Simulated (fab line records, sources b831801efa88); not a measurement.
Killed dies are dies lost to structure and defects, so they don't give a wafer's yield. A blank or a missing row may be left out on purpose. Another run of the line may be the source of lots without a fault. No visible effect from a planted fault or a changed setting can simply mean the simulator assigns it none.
Matching of chambers -- flow gf180mcu -- rieDiel-03 running GF_SAB_ETCH_11: 4 sister chambers
The step etches SiO2 in C4F8/O2/Ar, target depth 55 nm, time 8.5 s. 14 wafers are shown with their chamber, then 7 later ones without.

== WAFERS WITH THEIR CHAMBER ==
wafer,chamber,oesProductAu (a.u.)
L076.4,2,0.994
L076.5,3,1.003
L076.6,0,1.020
L081.2,3,1.001
L081.4,0,1.017
L081.6,0,1.009
L082.3,0,1.010
L082.4,3,1.004
L082.5,0,0.998
L086.1,1,0.971
L086.2,0,1.017
L086.6,3,0.995
L093.1,2,1.022
L093.5,1,0.981

SIGNATURES, as means of the wafers listed above
reading,chamber 0,chamber 1,chamber 2,chamber 3,scatter within a chamber
oesProductAu,1.01183,0.97600,1.00800,1.00075,0.00902
Rule: a wafer lies at a distance from a chamber equal to the root of the sum of squares, over the readings, of (its reading less the chamber's mean, divided by the reading's scatter). The wafer belongs to the nearest chamber; if the next one is less than 2 further off, it can't be placed. The scatter: take each reading less its chamber's mean, square it, sum over the shown wafers, divide by the number of wafers less the number of chambers, and take the root.

== WAFERS WITHOUT THEIR CHAMBER ==
wafer,oesProductAu (a.u.)
L093.6,1.014
L095.1,0.977
L095.4,1.008
L095.5,1.013
L096.1,1.002
L096.3,1.010
L096.5,1.003

== WHICH CHAMBER EACH WENT THROUGH ==
wafer,from the rows above,in truth
L093.6,can't be placed: 0 or 2 or 3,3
L095.1,1,1
L095.4,can't be placed: 2 or 0 or 3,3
L095.5,can't be placed: 0 or 2 or 3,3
L096.1,can't be placed: 3 or 2 or 0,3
L096.3,can't be placed: 0 or 2 or 3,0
L096.5,can't be placed: 3 or 2 or 0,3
Correct placement for 1 of the 7. Not placeable from these rows: 6 (in 6, the candidates include the true chamber). Placed wrongly: 0.
